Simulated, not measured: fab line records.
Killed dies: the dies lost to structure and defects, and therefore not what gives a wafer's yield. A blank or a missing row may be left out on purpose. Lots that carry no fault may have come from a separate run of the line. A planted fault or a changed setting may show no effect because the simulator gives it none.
fab line records	flow gf180mcu
record: lots: 7	wafers: 20	last-day: 34
route steps=602 shown V3@444 M4@456
lots with no fault: from the same line, run without faults
start-h: the number of hours between the record's first day and the start of the first shown wafer of the lot	wait-h: hours from the lot's prior step to this one	" as in the row above	L1.1+2: one row covering several wafers at once	- either no value or no given start	* or withheld: withheld	< > ~ a bound
route shown NAME@n: names a module that has steps shown in the file, with the first one's number in the route	usual: the fault-free wafers' mean and standard deviation	same: alike in all rows	chamber/n: place in a boat	sites: readings site by site	_std_site: how widely they spread, as a standard deviation	_edge_site: inner sites' mean taken away from outer sites' mean	radius-mm: for every site, how far away it sits from the centre of the wafer	mask NAME#n: copy n	behind: tool/chamber where the wafer was last shaped	hold: cause of the lot's hold/its duration in hours/its outcome	device: the n, p or np transistor that did not switch	end of line: the same wafers' tests at the end of the route	step lacking rows: just its recipe	killed: at the first sort, the dies lost to defects and structure; wafer yield is something else	map: per-die view of a wafer (x killed, . not killed, _ where there is no die)
set.NAME: the setting the step ran with; set.NAME@STEP: the setting that earlier step ran with	model.NAME: the simulator's own value behind a step, which no gauge read
lots at some steps of the route; a table a step, a row a wafer
services: from which hour (start-h, from the record's first day; less than 0 if before it) a tool's chamber was out of use, for how many hours, and why
== steps ==
step: GF_V3_OVL_MEAS_15
usual: V3_OVL: 2/5.7
lot.wafer	tool	chamber	start-h	wait-h	V3_OVL[nm]
L238.2	overlay-02	-	534.67	0.1	0
L238.3	"	-	"	"	1
L238.4	"	-	"	"	5
L242.1	overlay-02	-	570.01	0.1	6
L242.2	"	-	"	"	4
L242.6	"	-	"	"	5
L243.2	overlay-02	-	582.17	0.1	-14
L243.5	"	-	"	"	1
L243.6	"	-	"	"	-8
L244.2	overlay-02	-	591.64	0.1	9
L244.3	"	-	"	"	4
L244.5	"	-	"	"	8
L246.5	overlay-02	-	603.65	0.0	12
L246.6	"	-	"	"	2
L255.1	overlay-02	-	675.61	0.1	-4
L255.3	"	-	"	"	-8
L255.5	"	-	"	"	-8
L257.2	overlay-01	-	680.83	0.1	9
L257.4	"	-	"	"	13
L257.5	"	-	"	"	5
step: GF_V3_ETCH_16
recipe: chemistry: N2/H2	target-depth-a: withheld	overetch-a: withheld	time-s: withheld	target: BARC	ion-energy-ev: 200	source-w: 500	bias-w: 100	pressure-mtorr: 30	n2-flow-sccm: 100	h2-flow-sccm: 200
step: GF_V3_ETCH_17
recipe: chemistry: C4F8/O2/Ar	mask-material: KrF	target: SiO2	stop-on: TiN	source-w: 1500	bias-w: 1200	pressure-mtorr: 40	c4f8-flow-sccm: withheld	O2_flow_sccm: 6	Ar_flow_sccm: 300	time-s: withheld	target-depth-a: 6350
step: GF_V3_STRIP_18
recipe: chemistry: O2/N2	power-w: 1400	pressure-mtorr: 1500	platen-temp-c: 250	o2-flow-sccm: 3000	n2-flow-sccm: 300	overash-fraction: 0.5
usual: drypump-motor-current-A: 5.7/0.5	heater-power-w: 296/13	n2-flow-sccm: 299.8/0.94	oes-product-au: 0.592/0.0048
lot.wafer	tool	chamber	start-h	wait-h	drypump-motor-current-A	heater-power-w	n2-flow-sccm	oes-product-au	rf-hours-counter-h
L238.2	plasma-asher-02	0	534.82	-	6.3	316	300.7	0.595	43
L238.3	"	1	"	"	5.5	307	300.1	0.591	-
L238.4	"	0	"	"	6.2	310	298.3	0.594	-
L242.1	plasma-asher-04	0	570.17	-	6.5	295	300.9	0.591	72
L242.2	"	1	"	"	5.4	301	300.5	0.586	72
L242.6	"	1	"	"	5.4	292	300.4	0.591	-
L243.2	plasma-asher-04	1	582.33	-	5.4	283	299.7	0.586	74
L243.5	"	1	"	"	5.4	284	301.1	0.593	-
L243.6	"	0	"	"	6.5	302	298.8	0.597	-
L244.2	plasma-asher-01	0	591.79	-	5.5	272	298.7	0.605	17
L244.3	"	1	"	"	4.9	289	300.1	0.592	-
L244.5	"	0	"	"	5.5	273	297.7	0.584	-
L246.5	plasma-asher-04	0	603.86	-	6.5	305	299.9	0.592	-
L246.6	"	1	"	"	5.4	283	300.3	0.591	-
L255.1	plasma-asher-02	1	675.77	-	5.5	300	299.5	0.591	58
L255.3	"	1	"	"	5.5	301	299.0	0.585	-
L255.5	"	0	"	"	6.2	318	297.9	0.590	-
L257.2	plasma-asher-02	1	680.99	-	5.6	300	300.4	0.600	59
L257.4	"	0	"	"	6.2	320	297.7	0.586	-
L257.5	"	1	"	"	5.6	291	300.8	0.592	-
step: GF_V3_STRIP_19
recipe: chemistry: post-etch-residue-remover	time-s: 1200	temp-c: 72.5
step: GF_V3_CLEAN_20
recipe: chemistry: DIW	dry: n2-spin
step: GF_V3_SPUTTER_21
recipe: material: Ti	target-thk-nm: 15	chamber-pressure-pa: 5	power-w: 2500	substrate-temp-c: 200	time-s: 80.02
usual: throttle-valve-pct: 29.8/1
lot.wafer	tool	chamber	start-h	wait-h	throttle-valve-pct
L238.2	pvd-sputter-02	-	535.36	0.0	28.2
L238.3	"	-	"	"	28.6
L238.4	"	-	"	"	31.4
L242.1	pvd-sputter-04	-	570.71	0.0	30.0
L242.2	"	-	"	"	31.3
L242.6	"	-	"	"	31.0
L243.2	pvd-sputter-03	-	582.93	0.0	31.3
L243.5	"	-	"	"	30.5
L243.6	"	-	"	"	29.6
L244.2	pvd-sputter-04	-	592.33	0.0	28.9
L244.3	"	-	"	"	28.9
L244.5	"	-	"	"	29.1
L246.5	pvd-sputter-03	-	604.37	0.0	30.7
L246.6	"	-	"	"	29.2
L255.1	pvd-sputter-02	-	676.31	0.0	28.5
L255.3	"	-	"	"	28.6
L255.5	"	-	"	"	28.8
L257.2	pvd-sputter-03	-	681.56	0.0	31.2
L257.4	"	-	"	"	31.0
L257.5	"	-	"	"	29.0
step: GF_V3_SPUTTER_22
recipe: material: TiN	target-thk-nm: 10	chamber-pressure-pa: 5	power-w: 4000	time-s: 40
usual: throttle-valve-pct: 29.8/1
lot.wafer	tool	chamber	start-h	wait-h	throttle-valve-pct
L238.2	pvd-sputter-02	-	535.42	0.0	28.5
L238.3	"	-	"	"	28.8
L238.4	"	-	"	"	31.4
L242.1	pvd-sputter-04	-	570.77	0.0	29.8
L242.2	"	-	"	"	30.9
L242.6	"	-	"	"	31.1
L243.2	pvd-sputter-03	-	582.99	0.0	31.4
L243.5	"	-	"	"	30.8
L243.6	"	-	"	"	29.5
L244.2	pvd-sputter-04	-	592.39	0.0	29.3
L244.3	"	-	"	"	29.3
L244.5	"	-	"	"	29.0
L246.5	pvd-sputter-03	-	604.42	0.0	30.5
L246.6	"	-	"	"	29.6
L255.1	pvd-sputter-02	-	676.37	0.0	28.4
L255.3	"	-	"	"	28.4
L255.5	"	-	"	"	28.8
L257.2	pvd-sputter-03	-	681.62	0.0	31.5
L257.4	"	-	"	"	31.1
L257.5	"	-	"	"	28.8
step: GF_V3_CVD_23
recipe: material: W	target-thk-nm: 350	time-s: 104.9	temp-c: 400	pressure-torr: 40
usual: heater-power-w: 816/80
lot.wafer	tool	chamber	start-h	wait-h	heater-power-w
L238.2	cvd-w-01	1	535.46	0.0	822
L238.3	"	1	"	"	825
L238.4	"	0	"	"	687
L242.1	cvd-w-02	0	570.81	0.0	869
L242.2	"	1	"	"	903
L242.6	"	0	"	"	891
L243.2	cvd-w-02	0	583.03	0.0	876
L243.5	"	1	"	"	912
L243.6	"	0	"	"	877
L244.2	cvd-w-01	0	592.43	0.0	696
L244.3	"	0	"	"	688
L244.5	"	0	"	"	712
L246.5	cvd-w-02	0	604.51	0.1	857
L246.6	"	1	"	"	903
L255.1	cvd-w-01	0	676.41	0.0	693
L255.3	"	0	"	"	699
L255.5	"	0	"	"	713
L257.2	cvd-w-01	1	681.66	0.0	807
L257.4	"	0	"	"	721
L257.5	"	0	"	"	706
step: GF_V3_RS_MEAS_24
recipe: thk-meas-gauge: four-point-probe	reads: W_of_V3_CVD_23+TiN_of_V3_SPUTTER_22+Ti_of_V3_SPUTTER_21
usual: V3_W_RS: 0.326/0.0071
lot.wafer	tool	chamber	start-h	wait-h	V3_W_RS[ohm/sq]
L238.2	film-metro-01	-	535.59	0.1	0.311
L238.3	"	-	"	"	0.312
L238.4	"	-	"	"	0.321
L242.1	film-metro-01	-	570.92	0.1	0.329
L242.2	"	-	"	"	0.331
L242.6	"	-	"	"	0.335
L243.2	film-metro-03	-	583.16	0.1	0.330
L243.5	"	-	"	"	0.330
L243.6	"	-	"	"	0.328
L244.2	film-metro-02	-	592.56	0.1	0.327
L244.3	"	-	"	"	0.331
L244.5	"	-	"	"	0.324
L246.5	film-metro-01	-	604.63	0.1	0.331
L246.6	"	-	"	"	0.331
L255.1	film-metro-01	-	676.52	0.1	0.324
L255.3	"	-	"	"	0.325
L255.5	"	-	"	"	0.326
L257.2	film-metro-03	-	681.79	0.1	0.314
L257.4	"	-	"	"	0.322
L257.5	"	-	"	"	0.327
step: GF_V3_THK_MEAS_25
recipe: thk-meas-gauge: xrf	reads: W_of_V3_CVD_23
usual: V3_W_THK: 356/9.3
lot.wafer	tool	chamber	start-h	wait-h	V3_W_THK[nm]
L238.2	film-metro-01	-	535.70	0.1	371
L238.3	"	-	"	"	371
L238.4	"	-	"	"	357
L242.1	film-metro-01	-	571.04	0.1	346
L242.2	"	-	"	"	341
L242.6	"	-	"	"	341
L243.2	film-metro-03	-	583.27	0.1	355
L243.5	"	-	"	"	355
L243.6	"	-	"	"	359
L244.2	film-metro-02	-	592.67	0.1	360
L244.3	"	-	"	"	354
L244.5	"	-	"	"	361
L246.5	film-metro-01	-	604.71	0.1	349
L246.6	"	-	"	"	348
L255.1	film-metro-01	-	676.64	0.1	357
L255.3	"	-	"	"	355
L255.5	"	-	"	"	353
L257.2	film-metro-03	-	681.90	0.1	374
L257.4	"	-	"	"	364
L257.5	"	-	"	"	361
step: GF_V3_CMP_26
recipe: stop-on: SiO2	down-force-psi: 3.5	platen-rpm: 60	t-overpolish-s: 15	target-thk-nm: 0	pad-velocity-m-s: 0.94248
step: GF_M4_SPUTTER_00
recipe: material: Ti	target-thk-nm: 37.5	arriving-ion-energy-ev: 80	substrate-temp-c: 200	chamber-pressure-pa: 2	power-w: 4000	time-s: 150
usual: throttle-valve-pct: 29.9/1
lot.wafer	tool	chamber	start-h	wait-h	throttle-valve-pct	model.Ti_of_M4_SPUTTER_00.thk-nm
L238.2	pvd-sputter-01	-	536.32	0.1	28.6	37.76
L238.3	"	-	"	"	29.9	37.57
L238.4	"	-	"	"	31.6	37.55
L242.1	pvd-sputter-04	-	571.40	0.2	29.1	37.05
L242.2	"	-	"	"	31.4	37
L242.6	"	-	"	"	31.2	36.94
L243.2	pvd-sputter-04	-	583.62	0.1	29.6	37.94
L243.5	"	-	"	"	29.0	56.38
L243.6	"	-	"	"	31.3	57.32
L244.2	pvd-sputter-04	-	593.02	0.1	31.4	37.6
L244.3	"	-	"	"	29.8	37.46
L244.5	"	-	"	"	29.2	56.08
L246.5	pvd-sputter-04	-	605.08	0.1	28.8	56.11
L246.6	"	-	"	"	31.1	56.38
L255.1	pvd-sputter-03	-	677.00	0.2	30.8	36.92
L255.3	"	-	"	"	28.8	37.26
L255.5	"	-	"	"	31.4	37.08
L257.2	pvd-sputter-01	-	682.25	0.1	29.9	37.03
L257.4	"	-	"	"	28.6	37.17
L257.5	"	-	"	"	30.2	37.07
step: GF_M4_SPUTTER_01
recipe: material: TiN	target-thk-nm: 30	power-w: 6500	time-s: 25	chamber-pressure-pa: 0.4
usual: throttle-valve-pct: 30.0/0.99
lot.wafer	tool	chamber	start-h	wait-h	throttle-valve-pct
L238.2	pvd-sputter-01	-	536.42	0.1	28.3
L238.3	"	-	"	"	30.0
L238.4	"	-	"	"	31.3
L242.1	pvd-sputter-04	-	571.50	0.1	29.0
L242.2	"	-	"	"	31.6
L242.6	"	-	"	"	31.2
L243.2	pvd-sputter-04	-	583.72	0.1	29.5
L243.5	"	-	"	"	28.9
L243.6	"	-	"	"	31.1
L244.2	pvd-sputter-04	-	593.12	0.1	31.2
L244.3	"	-	"	"	29.6
L244.5	"	-	"	"	29.1
L246.5	pvd-sputter-04	-	605.14	0.0	29.3
L246.6	"	-	"	"	31.4
L255.1	pvd-sputter-03	-	677.10	0.1	31.5
L255.3	"	-	"	"	28.9
L255.5	"	-	"	"	31.0
L257.2	pvd-sputter-01	-	682.35	0.1	29.8
L257.4	"	-	"	"	28.6
L257.5	"	-	"	"	30.0
== services ==
tool	chamber	start-h	hours	kind
pvd-sputter-03	-	516.40	0.7	repair
pvd-sputter-02	-	522.85	1.7	repair
pvd-sputter-03	-	532.08	1.2	repair
plasma-asher-04	-	535.88	11.1	repair
pvd-sputter-04	-	556.05	2.8	repair
pvd-sputter-03	-	570.37	10.8	repair
pvd-sputter-02	2	583.74	-	consumable-replace:kit
pvd-sputter-02	2	583.74	18.0	scheduled-down
pvd-sputter-02	2	583.74	18.0	vent-cycle
pvd-sputter-01	-	594.80	1.5	repair
pvd-sputter-04	-	595.08	6.9	repair
plasma-asher-02	-	602.35	11.4	repair
pvd-sputter-01	-	603.62	1.2	repair
pvd-sputter-01	3	609.02	-	consumable-replace:kit
pvd-sputter-01	3	609.02	18.0	scheduled-down
cvd-w-01	-	639.48	0.8	repair
plasma-asher-01	-	650.32	5.0	repair
plasma-asher-01	-	651.49	1.4	repair
pvd-sputter-04	-	652.13	1.0	repair
plasma-asher-04	-	674.04	7.8	repair
pvd-sputter-03	1	675.29	-	consumable-replace:kit
pvd-sputter-03	1	675.29	18.0	scheduled-down
pvd-sputter-03	1	675.29	18.0	vent-cycle
cvd-w-02	1	680.63	2.9	repair
== key ==
first-sign none at tools or gauges
model-effect: step: GF_M4_SPUTTER_00	value: Ti_of_M4_SPUTTER_00.thk-nm	without: 37.35	struck: 56.45
met-at GF_M4_SPUTTER_00
struck-wafers L243.5,L243.6,L244.5,L246.5,L246.6
sort-left-out L246.5,L246.6
onset-between 571.40 583.62
fault: kind: process-parameter-drift	tool: pvd-sputter-04	chamber: -	onset-h: 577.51	steps: GF_M4_SPUTTER_00	channel: target-thk-nm	offset: 19.105	shape: step	end-h: 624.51	scope: struck-wafers-only	acts-in: these-recipes-only	stated: 37.5
sort-left-out: the simulated sort isn't trusted on such a fault, so these wafers' sort isn't shown, and their yield isn't known
